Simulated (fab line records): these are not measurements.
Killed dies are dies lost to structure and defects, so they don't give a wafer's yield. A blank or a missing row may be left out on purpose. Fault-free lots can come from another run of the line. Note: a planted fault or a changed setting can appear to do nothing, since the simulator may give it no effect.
Chamber matching | flow gf180mcu | GF_V3_CMP_26 on cmp-01 has 4 sister chambers
The step polishes, stops on SiO2, t overpolish 15 s, target thk 0 nm. 4 wafers are shown with their chamber, then 12 later ones without.

## EACH WAFER AND ITS CHAMBER
wafer  | chamber | motor_current_A (A)
L087.2 | 2       | 11.0
L089.1 | 1       | 9.5
L089.2 | 0       | 12.1
L089.6 | 3       | 9.5

## WAFERS MISSING THEIR CHAMBER
wafer  | motor_current_A (A)
L092.1 | 10.5
L092.2 | 9.4
L092.4 | 9.7
L094.2 | 12.2
L094.3 | 11.4
L094.6 | 9.2
L095.1 | 9.1
L095.4 | 9.8
L095.6 | 9.7
L097.1 | 11.2
L097.2 | 11.4
L097.4 | 8.8

## WHICH CHAMBER EACH WENT THROUGH
wafer  | from the rows above          | in truth
L092.1 | can't be placed: 2 or 1 or 3 | 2
L092.2 | can't be placed: 1 or 3      | 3
L092.4 | can't be placed: 1 or 3      | 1
L094.2 | 0                            | 0
L094.3 | can't be placed: 2 or 0      | 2
L094.6 | can't be placed: 1 or 3      | 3
L095.1 | can't be placed: 1 or 3      | 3
L095.4 | can't be placed: 1 or 3      | 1
L095.6 | can't be placed: 1 or 3      | 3
L097.1 | can't be placed: 2 or 0      | 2
L097.2 | can't be placed: 2 or 0      | 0
L097.4 | can't be placed: 1 or 3      | 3
Correct placement for 1 of the 12. Not placeable from these rows: 11 (in 11, the candidates include the true chamber). Wrongly placed: 0.
How it was worked out, from the rows above alone: a wafer's distance from a chamber is the root of the sum, over the readings, of the square of ((its reading less the chamber's mean) divided by the reading's scatter). If the next closest chamber is less than 2 further off than the closest, the wafer can't be placed; otherwise it belongs to the closest. The mean given for a chamber averages the wafers shown for that chamber. The scatter: with one shown wafer a chamber, the root of the mean of the squares of how far each hidden wafer lies from its nearest shown one.
